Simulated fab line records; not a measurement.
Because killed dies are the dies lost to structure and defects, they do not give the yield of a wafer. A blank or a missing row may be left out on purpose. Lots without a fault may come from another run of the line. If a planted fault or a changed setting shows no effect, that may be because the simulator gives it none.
Lot-split experiment | flow gf180mcu | route with 602 steps; 5 lots, 23 wafers read

ON THE SPLIT
At GF_V2_CVD_23 (deposits W, target thk 350 nm, time 104.94 s), the setting temp-c was moved away from the recipe's 400 C on 8 of the 23 wafers read, by -2.5% to +2.9%. All remaining wafers had this setting at the recipe value.

FROM THE SPLIT ON TO THE READING: in between, the file shows 1 step
- GF_V2_RS_MEAS_24: measures by four-point-probe

THE READING
V2_W_THK, in nm, at GF_V2_THK_MEAS_25 (measures by xrf). Typical for fault-free wafers on this fab line: 346 nm, with standard deviation 5.8 nm.

wafer  | tool, chamber at the split | temp-c as run, C | against the recipe | V2_W_THK, nm | against lot-mates on the recipe
L077.1 | cvd-w-02, 1                | 411.7            | +2.9%              | 411          | +73
L077.2 | cvd-w-02, 0                | 411.7            | +2.9%              | 426          | +88
L077.4 | cvd-w-02, 1                | 400              | recipe             | 336          | -
L077.5 | cvd-w-02, 0                | 400              | recipe             | 343          | -
L077.6 | cvd-w-02, 1                | 400              | recipe             | 336          | -
L079.1 | cvd-w-02, 1                | 400              | recipe             | 340          | -
L079.2 | cvd-w-02, 0                | 393.3            | -1.7%              | 313          | -31
L079.3 | cvd-w-02, 0                | 393.3            | -1.7%              | 314          | -30
L079.4 | cvd-w-02, 1                | 393.3            | -1.7%              | 305          | -39
L079.5 | cvd-w-02, 0                | 400              | recipe             | 348          | -
L080.2 | cvd-w-01, 1                | 390.1            | -2.5%              | 292          | -61
L080.3 | cvd-w-01, 1                | 400              | recipe             | 354          | -
L080.4 | cvd-w-01, 0                | 390.1            | -2.5%              | 287          | -66
L080.5 | cvd-w-01, 0                | 390.1            | -2.5%              | 292          | -61
L080.6 | cvd-w-01, 1                | 400              | recipe             | 352          | -
L081.1 | cvd-w-02, 0                | 400              | recipe             | 345          | -
L081.2 | cvd-w-02, 1                | 400              | recipe             | 339          | -
L081.3 | cvd-w-02, 1                | 400              | recipe             | 343          | -
L081.4 | cvd-w-02, 0                | 400              | recipe             | 355          | -
L081.5 | cvd-w-02, 1                | 400              | recipe             | 341          | -
L082.2 | cvd-w-02, 1                | 400              | recipe             | 347          | -
L082.5 | cvd-w-02, 0                | 400              | recipe             | 355          | -
L082.6 | cvd-w-02, 1                | 400              | recipe             | 348          | -

THE FIT
A straight line over all 23 wafers: V2_W_THK changes by +23.2 nm for each +1% of temp-c; r = +0.98; the points scatter about the line by 6.4 nm.
The same after taking each lot's own level away (the mean of its wafers on the recipe; 23 wafers): +25.4 nm for each +1%; r = +0.99; scatter 5.7 nm.
According to that fit, moving temp-c by its largest amount changes the reading by 74 nm.
Measured against the standard deviation above, the lots' own levels, which go from 338.3 to 353.0 nm, span 2.5 times it.
Consequently the slope shifts little with the lot-to-lot level, the two slopes agreeing.
Check: for one of the wafers moved furthest among these (+2.9%), held out of the fit, the line's prediction against its lot-mates is +77.2 nm. It came out at +72.7 nm against them.

THESE WAFERS: OTHER SPLITS
Other splits were also applied to these wafers ahead of the reading. Each is held against what the fit with the lots' levels taken away leaves over:
other split on the same wafers       | wafers away from the commonest value | r with V2_W_THK (lot level and that fit taken away)
GF_V2_SPUTTER_22 chamber-pressure-pa | 15                                   | +0.30

THE WHOLE CHAIN: every reading that the file lists as answering this split, in the file's order
step              | what it does                                 | reading                                                                | change (the file's fit)              | r (the file's)
GF_V2_CVD_23      | deposits W, target thk 350 nm, time 104.94 s | W_of_V2_CVD_23.thk-nm (the simulator's own value, which no gauge read) | +26.9 nm for each +1% of the setting | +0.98
GF_V2_RS_MEAS_24  | measures by four-point-probe                 | V2_W_RS                                                                | -0.0242 for each +1% of the setting  | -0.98
GF_V2_THK_MEAS_25 | measures by xrf                              | V2_W_THK                                                               | +25.5 for each +1% of the setting    | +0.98

THE FILE'S OWN FIT
V2_W_THK changes by +25.5 nm for each +1% of temp-c, r = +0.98.
